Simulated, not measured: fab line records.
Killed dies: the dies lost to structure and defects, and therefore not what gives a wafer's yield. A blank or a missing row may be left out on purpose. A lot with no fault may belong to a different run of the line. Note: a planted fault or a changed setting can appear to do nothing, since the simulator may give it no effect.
Which tool is to blame? + flow gf180mcu + 7 lots, 21 wafers sampled, at 2 steps of a route of 602

== WHAT THE GAUGES READ, wafer by wafer ==
GF_VT_IMPLANT_TW_MEAS_21.
| lot  | measured     | on            | VT_IMPLANT_2_TW |
|------|--------------|---------------|-----------------|
| L826 | day 6 16:57  | film-metro-03 | 1206 1204 1203  |
| L828 | day 7 05:53  | film-metro-03 | 1197 1198 1207  |
| L830 | day 7 19:26  | film-metro-01 | 1224 1222 1224  |
| L834 | day 8 23:12  | film-metro-03 | 1208 1211 1213  |
| L840 | day 10 10:33 | film-metro-03 | 1201 1206 1207  |
| L842 | day 10 22:33 | film-metro-03 | 1201 1203 1207  |
| L844 | day 11 11:01 | film-metro-01 | 882 882 881     |

== TOOL THAT RAN EACH LOT (tool first, then ch and the chambers of the sampled wafers, then the start) ==
| lot  | GF_VT_IMPLANT_IMPLANT_19        |
|------|---------------------------------|
| L826 | implanter-04 ch 0, day 6 16:44  |
| L828 | implanter-04 ch 0, day 7 05:38  |
| L830 | implanter-04 ch 0, day 7 19:12  |
| L834 | implanter-04 ch 0, day 8 22:57  |
| L840 | implanter-01 ch 0, day 10 10:18 |
| L842 | implanter-04 ch 0, day 10 22:18 |
| L844 | implanter-04 ch 0, day 11 10:48 |
- GF_VT_IMPLANT_IMPLANT_19

== THE ANSWER, worked out from the rows above alone ==
Rule: the usual values come from the lots themselves. Put in order of their means at a reading, lots are off if they are a third of the lots or fewer, leave a main group of 4 or more, and stand apart from it by a gap of 3 or more times the standard deviation of the main group's means; of several such gaps the widest counts. If all means in a main group match to the digits the tables above print for the reading, that group is not used. A lot without any number at a reading at which 4 lots or more have one is off too. The other lots that the step has rows for count as sound.
Off: at GF_VT_IMPLANT_TW_MEAS_21 (VT_IMPLANT_2_TW), L844. Main group: mean 1208, sd 7.5.
A tool fits if, at a process step before that reading, it ran every lot that is off, and no sound lot after the first of them. The gauges at GF_VT_IMPLANT_TW_MEAS_21 are tried like those tools. This does not decide it: 2 tools fit, namely implanter-04 at GF_VT_IMPLANT_IMPLANT_19 and film-metro-01 at GF_VT_IMPLANT_TW_MEAS_21.

== WHAT THE SIMULATOR HAD PUT IN ==
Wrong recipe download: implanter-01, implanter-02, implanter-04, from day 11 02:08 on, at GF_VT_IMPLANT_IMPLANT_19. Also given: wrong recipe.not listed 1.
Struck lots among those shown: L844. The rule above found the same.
